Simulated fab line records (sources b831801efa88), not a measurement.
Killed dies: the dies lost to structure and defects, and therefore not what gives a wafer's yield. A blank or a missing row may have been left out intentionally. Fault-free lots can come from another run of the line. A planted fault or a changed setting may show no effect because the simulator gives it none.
A struck lot beside a sound one -- flow sky130 -- 17 out of 708 route steps
Sound: wafers L990.3, L990.5, L990.6. Struck: wafers L103.1, L103.6 (left out: L103.5, a lot-mate that was not struck); the cause follows at the end.
At each step with rows: each side's tool, then ch and its chambers, then its first start. Under that, the readings that differ: sound wafers -- struck wafers -- difference of the means -- sigmas: that difference in standard deviations of wafers without a fault.
alike: readings whose means differ by less than 2 such deviations, and words and numbers that are the same on both sides. not compared: withheld readings, readings that some wafer has no value for, bounds like >300 that may hide the same value, and numbers for which the record gives no deviation and whose values overlap.
The two part at a step that has a row with sigmas, a row that says differs or no value, or rows on one side only. Numbers that have no deviation but don't overlap get no sigmas and don't part them. Lack of a reading on every wafer of one side parts them only where that side has two or more wafers.

first, 9 steps without rows for these wafers: SKY_CAPM_CLEAN_17 (cleans in O3/DIW); SKY_METAL3_DEHYDRATE_05 (time 60 s); SKY_METAL3_HMDS_06 (prime time 60 s); SKY_METAL3_COAT_07 (resist thk 60 nm); SKY_METAL3_COAT_08 (resist thk 1140 nm); SKY_METAL3_SOFTBAKE_09 (time 90 s); SKY_METAL3_EXPOSE_10 (exposes mask MM3, target cd 300 nm); SKY_METAL3_PEB_11; SKY_METAL3_DEVELOP_12 (develop time 60 s).
SKY_METAL3_CD_MEAS_13: the cd target is 300 nm.
  sound on cd_sem-02, day 39 14:22; struck on cd_sem-01, day 43 09:01
  alike: cd_nm
SKY_METAL3_OVL_MEAS_14:
  sound on overlay-02, day 39 14:27; struck on overlay-01, day 43 09:08
  alike: METAL3_OVL
SKY_METAL3_DESCUM_15: chemistry O2, time 8 s.
  sound on rie_metal-01 ch 0,1, day 39 14:29; struck on rie_metal-04 ch 0, day 43 09:10
  alike: drypump_motor_current_A, oes_product_au, temp_c
  not compared: rf_hours_counter_h
SKY_METAL3_ETCH_16: etches BARC in N2/H2, stops on SiO2, time 88.2 s, target depth 60 nm.
  sound on rie_metal-01 ch 0,1, day 39 14:32; struck on rie_metal-04 ch 0, day 43 09:12
reading,sound,struck,difference,sigmas
oes_product_au (a.u.),0.626 0.624 0.629,0.813 0.808,+0.184,+38
run_length_s (s),116.5 117.2 116.6,92.2 91.9,-24.7,-25
throttle_valve_pct (%),13.197 13.203 13.197,13.216 13.233,+0.025,+3
model.KrF-thick_of_METAL3_COAT_08.thk_nm (nm),1073 1071 1071,1084 1084,+12,
  alike: drypump_motor_current_A, h2_flow_sccm
  not compared: rf_hours_counter_h, model.METAL3.cd_nm
SKY_METAL3_ETCH_17: etches SiO2 in C4F8/O2/Ar, stops on TiN, time 3.9 s, target depth 15 nm.
  sound on rie_diel-04 ch 0,1,3, day 39 14:36; struck on rie_diel-04 ch 1,2, day 43 09:18
  alike: oes_product_au
  not compared: rf_hours_counter_h, model.METAL3.cd_nm
SKY_METAL3_METAL_ETCH_18: etches the open film in Cl2/BCl3, stops on SiO2, target depth 845 nm, time 183.1 s.
  sound on rie_metal-03 ch 0,1, day 39 14:41; struck on rie_metal-01 ch 1, day 43 09:19
  alike: drypump_motor_current_A, oes_product_au, run_length_s, throttle_valve_pct
  not compared: rf_hours_counter_h, model.KrF-thick_of_METAL3_COAT_08.thk_nm
SKY_METAL3_STRIP_19: strips in O2/N2.
  sound on plasma_asher-04 ch 0,1, day 39 14:50; struck on plasma_asher-01 ch 1, day 43 09:30
reading,sound,struck,difference,sigmas
drypump_motor_current_A (A),5.7 5.7 5.0,6.5 6.5,+1.0,+2
  alike: o2_flow_sccm, oes_product_au, strip_time_to_endpoint_s
  not compared: rf_hours_counter_h
after that, 1 step had no rows for these wafers: SKY_PAD_OPEN_PROBE_99.

== WHERE THEY PART ==
At SKY_METAL3_ETCH_16 first; at SKY_METAL3_STRIP_19 last (within this record only).

WHY: what had been put in by the simulator
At SKY_METAL3_ETCH_16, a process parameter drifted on rie_metal-04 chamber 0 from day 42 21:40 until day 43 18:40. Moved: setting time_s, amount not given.
